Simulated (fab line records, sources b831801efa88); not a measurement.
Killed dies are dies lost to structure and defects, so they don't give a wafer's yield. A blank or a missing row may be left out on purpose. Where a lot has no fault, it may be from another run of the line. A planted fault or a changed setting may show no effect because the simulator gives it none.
Tool commonality check / flow gf180mcu / 14 lots and 42 wafers in the sample

== WHY THIS WAS OPENED ==
At GF_LVPWELL_TW_MEAS_11 the reading LVPWELL_TW is flagged on 2 of 14 lots. Fault-free wafers read 556, with a standard deviation of 5.4.
Rule: a lot is flagged in two cases, either no wafer of it has a number, or all its wafers with numbers fall more than 4 standard deviations from that mean. As for the other lots, they are considered sound.

lot=L122; measured=day 3 18:46; on=film_metro-01; LVPWELL_TW, wafer by wafer=560 562 558; flag=
lot=L123; measured=day 4 07:49; on=film_metro-02; LVPWELL_TW, wafer by wafer=555 555 552; flag=
lot=L124; measured=day 4 14:59; on=film_metro-01; LVPWELL_TW, wafer by wafer=563 558 562; flag=
lot=L125; measured=day 4 15:46; on=film_metro-02; LVPWELL_TW, wafer by wafer=551 554 553; flag=
lot=L126; measured=day 4 19:33; on=film_metro-03; LVPWELL_TW, wafer by wafer=548 551 552; flag=
lot=L128; measured=day 5 09:52; on=film_metro-01; LVPWELL_TW, wafer by wafer=562 564 562; flag=
lot=L129; measured=day 5 16:33; on=film_metro-03; LVPWELL_TW, wafer by wafer=554 550 553; flag=
lot=L130; measured=day 5 18:53; on=film_metro-02; LVPWELL_TW, wafer by wafer=557 553 556; flag=
lot=L131; measured=day 6 05:38; on=film_metro-01; LVPWELL_TW, wafer by wafer=563 564 565; flag=
lot=L132; measured=day 6 06:54; on=film_metro-02; LVPWELL_TW, wafer by wafer=555 556 555; flag=
lot=L133; measured=day 6 12:57; on=film_metro-02; LVPWELL_TW, wafer by wafer=558 556 556; flag=
lot=L134; measured=day 6 18:42; on=film_metro-03; LVPWELL_TW, wafer by wafer=547 549 546; flag=
lot=L139; measured=day 7 19:38; on=film_metro-01; LVPWELL_TW, wafer by wafer=30 30 30; flag=FLAGGED
lot=L140; measured=day 8 01:59; on=film_metro-03; LVPWELL_TW, wafer by wafer=30 30 29; flag=FLAGGED
The numbers of the flagged lots are 30 on average: -526 against the usual, or -97 standard deviations.

== LOT BY LOT: THE TOOL USED ==
2 process steps preceding the reading are held in the record, out of 602 steps in the route. Cell contents, in order: the tool; ch with the chambers the sampled wafers went through; the start.
lot=L122; flag=; GF_NWELL_STRIP_10=plasma_asher-02 ch 0,1, day 3 05:41; GF_LVPWELL_STRIP_10=plasma_asher-01 ch 0,1, day 3 18:39
lot=L123; flag=; GF_NWELL_STRIP_10=plasma_asher-01 ch 0,1, day 3 17:26; GF_LVPWELL_STRIP_10=plasma_asher-04 ch 0,1, day 4 07:42
lot=L124; flag=; GF_NWELL_STRIP_10=plasma_asher-02 ch 0,1, day 4 01:31; GF_LVPWELL_STRIP_10=plasma_asher-01 ch 0,1, day 4 14:53
lot=L125; flag=; GF_NWELL_STRIP_10=plasma_asher-01 ch 0,1, day 4 01:52; GF_LVPWELL_STRIP_10=plasma_asher-04 ch 0,1, day 4 15:40
lot=L126; flag=; GF_NWELL_STRIP_10=plasma_asher-02 ch 0,1, day 4 05:14; GF_LVPWELL_STRIP_10=plasma_asher-02 ch 0,1, day 4 19:27
lot=L128; flag=; GF_NWELL_STRIP_10=plasma_asher-01 ch 0,1, day 4 19:06; GF_LVPWELL_STRIP_10=plasma_asher-01 ch 1, day 5 09:46
lot=L129; flag=; GF_NWELL_STRIP_10=plasma_asher-03 ch 0,1, day 5 02:08; GF_LVPWELL_STRIP_10=plasma_asher-01 ch 0,1, day 5 16:27
lot=L130; flag=; GF_NWELL_STRIP_10=plasma_asher-03 ch 0,1, day 5 04:03; GF_LVPWELL_STRIP_10=plasma_asher-01 ch 0,1, day 5 18:47
lot=L131; flag=; GF_NWELL_STRIP_10=plasma_asher-03 ch 0,1, day 5 14:44; GF_LVPWELL_STRIP_10=plasma_asher-04 ch 0,1, day 6 05:32
lot=L132; flag=; GF_NWELL_STRIP_10=plasma_asher-01 ch 0,1, day 5 15:45; GF_LVPWELL_STRIP_10=plasma_asher-04 ch 0,1, day 6 06:48
lot=L133; flag=; GF_NWELL_STRIP_10=plasma_asher-03 ch 0,1, day 5 21:39; GF_LVPWELL_STRIP_10=plasma_asher-02 ch 0,1, day 6 12:51
lot=L134; flag=; GF_NWELL_STRIP_10=plasma_asher-01 ch 0,1, day 6 02:50; GF_LVPWELL_STRIP_10=plasma_asher-02 ch 0,1, day 6 18:36
lot=L139; flag=FLAGGED; GF_NWELL_STRIP_10=plasma_asher-02 ch 0,1, day 7 02:32; GF_LVPWELL_STRIP_10=plasma_asher-02 ch 0,1, day 7 19:32
lot=L140; flag=FLAGGED; GF_NWELL_STRIP_10=plasma_asher-02 ch 0,1, day 7 09:56; GF_LVPWELL_STRIP_10=plasma_asher-02 ch 0,1, day 8 01:53
What these steps do:
- GF_NWELL_STRIP_10: strips in O2/N2.
- GF_LVPWELL_STRIP_10: strips in O2/N2.
- GF_LVPWELL_TW_MEAS_11

== FLAGGED OVER TOTAL, TOOL BY TOOL (the gauges that took the reading come last) ==
step=GF_NWELL_STRIP_10; tool=plasma_asher-01; lots run=5; flagged=0; share of the flagged lots=none; sound lots run after its first flagged lot=-
step=GF_NWELL_STRIP_10; tool=plasma_asher-02; lots run=5; flagged=2; share of the flagged lots=all; sound lots run after its first flagged lot=0
step=GF_NWELL_STRIP_10; tool=plasma_asher-03; lots run=4; flagged=0; share of the flagged lots=none; sound lots run after its first flagged lot=-
step=GF_LVPWELL_STRIP_10; tool=plasma_asher-01; lots run=5; flagged=0; share of the flagged lots=none; sound lots run after its first flagged lot=-
step=GF_LVPWELL_STRIP_10; tool=plasma_asher-02; lots run=5; flagged=2; share of the flagged lots=all; sound lots run after its first flagged lot=0
step=GF_LVPWELL_STRIP_10; tool=plasma_asher-04; lots run=4; flagged=0; share of the flagged lots=none; sound lots run after its first flagged lot=-
step=GF_LVPWELL_TW_MEAS_11; tool=film_metro-01; lots run=5; flagged=1; share of the flagged lots=some; sound lots run after its first flagged lot=0
step=GF_LVPWELL_TW_MEAS_11; tool=film_metro-02; lots run=5; flagged=0; share of the flagged lots=none; sound lots run after its first flagged lot=-
step=GF_LVPWELL_TW_MEAS_11; tool=film_metro-03; lots run=4; flagged=1; share of the flagged lots=some; sound lots run after its first flagged lot=0

== WHAT IS ALLOWED BY THE TABLE ==
Rows of the table that ran all the flagged lots, 2 in number: plasma_asher-02 at GF_NWELL_STRIP_10; plasma_asher-02 at GF_LVPWELL_STRIP_10.
- plasma_asher-02 at GF_NWELL_STRIP_10: 2 of its 5 lots flagged. A fault beginning between L126 (day 4 05:14), its last sound lot, and L139 (day 7 02:32), its first flagged one, fits the data. On the flagged lots its readings are blank where sound lots have values: chamber_pressure_mTorr, drypump_motor_current_A, heater_power_w, o2_flow_sccm and 2 more.
- plasma_asher-02 at GF_LVPWELL_STRIP_10: 2 of its 5 lots flagged. A fault beginning between L134 (day 6 18:36), its last sound lot, and L139 (day 7 19:32), its first flagged one, fits the data. Its own readings lie more than 4 standard deviations out on every wafer of the flagged lots: strip_time_to_endpoint_s.
What remains is a single tool, plasma_asher-02 at GF_NWELL_STRIP_10 and GF_LVPWELL_STRIP_10.

== WHAT THE SIMULATOR HAD INSERTED ==
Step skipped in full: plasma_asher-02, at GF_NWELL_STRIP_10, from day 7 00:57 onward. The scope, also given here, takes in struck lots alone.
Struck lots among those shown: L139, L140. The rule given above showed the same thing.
